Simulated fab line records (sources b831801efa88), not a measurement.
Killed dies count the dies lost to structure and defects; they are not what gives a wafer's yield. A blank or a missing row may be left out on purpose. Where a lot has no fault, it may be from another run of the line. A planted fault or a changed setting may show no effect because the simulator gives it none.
Code-filled problem report in 8D (eight disciplines) form + flow sky130 + the parts of the form that need people (team, actions taken, sign-off) are left out

## 1. THE ISSUE
Wafers free of any fault read 1624 (standard deviation 14) for RES_XHIGH_TW at SKY_RES_XHIGH_TW_MEAS_09, against a mean of 30 on 6 wafers of 2 lots. That is -99 or more standard deviations from the usual mean.
First observed at day 32 22:16: wafer L269.2, on film-metro-01. Wafers with a number at this step in the record: 42, from 14 lots. Rule for "out", or "out of limits": more than 4 standard deviations from the usual mean. The other wafers with a number count as sound.

## 2. WHAT IT IS, AND WHAT IT ISN'T
| question                    | is                           | is not                                                                 |
|-----------------------------|------------------------------|------------------------------------------------------------------------|
| which readings at this step | RES_XHIGH_TW                 | -                                                                      |
| which lots                  | L269, L270                   | L251, L252, L253, L254, L255, L256, L257, L258, L259, L260, L263, L274 |
| which wafers of those lots  | all that have a number       | -                                                                      |
| read on which gauges        | film-metro-01, film-metro-03 | film-metro-02                                                          |
| when                        | from day 32 22:16            | up to then (33 sound wafers); but 3 sound wafers of L274 came after    |

## 3. WHAT RULES OUT EACH SUSPECT
Counting: any tool at a process step up to the reading is kept as a suspect provided that every lot that is out went through it and no sound lot did after the first of them.
- the gauge at SKY_RES_XHIGH_TW_MEAS_09: ruled out. 2 gauges (film-metro-01, film-metro-03) read the wafers that are out.
- iline-stepper-01 at SKY_RES_XHIGH_EXPOSE_04 (exposes mask URPM, target cd 1270 nm): ruled out as a lasting fault. After its first lot that is out, L269 (day 32 08:35), sound lots L274 ran on it.
Left after counting: nothing in the record.

## 4. THE CAUSE (what the simulator had put in)
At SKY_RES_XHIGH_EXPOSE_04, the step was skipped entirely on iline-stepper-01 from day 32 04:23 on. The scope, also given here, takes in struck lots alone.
Counting ruled it out, wrongly: the rule takes a fault to strike every lot that its tool runs from its start on, and this one did not.

## 5. THE CHAIN OF EFFECTS, in route order
Each row: a reading whose mean over the struck wafers that have a number lies more than 3 standard deviations from the usual. Only readings whose record carries a usual standard deviation are examined. hours: median over the lots of the time between each lot's start at the first step of this table that gives one and its start at this step. sigmas: the change, counted in usual standard deviations.
| hours | step                     | reading      | usual | on struck wafers | change | sigmas      |
|-------|--------------------------|--------------|-------|------------------|--------|-------------|
| 0     | SKY_RES_XHIGH_TW_MEAS_09 | RES_XHIGH_TW | 1624  | 30               | -1594  | -99 or more |
Readings that are blank on the struck wafers while sound wafers have them: exposure-dose-mJ-cm2 at SKY_RES_XHIGH_EXPOSE_04; focus-offset-nm at SKY_RES_XHIGH_EXPOSE_04.

## 6. WHAT WOULD HAVE CAUGHT IT SOONER
Counted from the fault's start at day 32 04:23, it took 18 hours until the first out-of-limits reading at a measuring or inspecting step in this record, taken at day 32 22:16.
At SKY_RES_XHIGH_EXPOSE_04 the tool's readings are blank on the struck wafers, where sound wafers have them: an empty tool record is the first sign, and it was there at once.
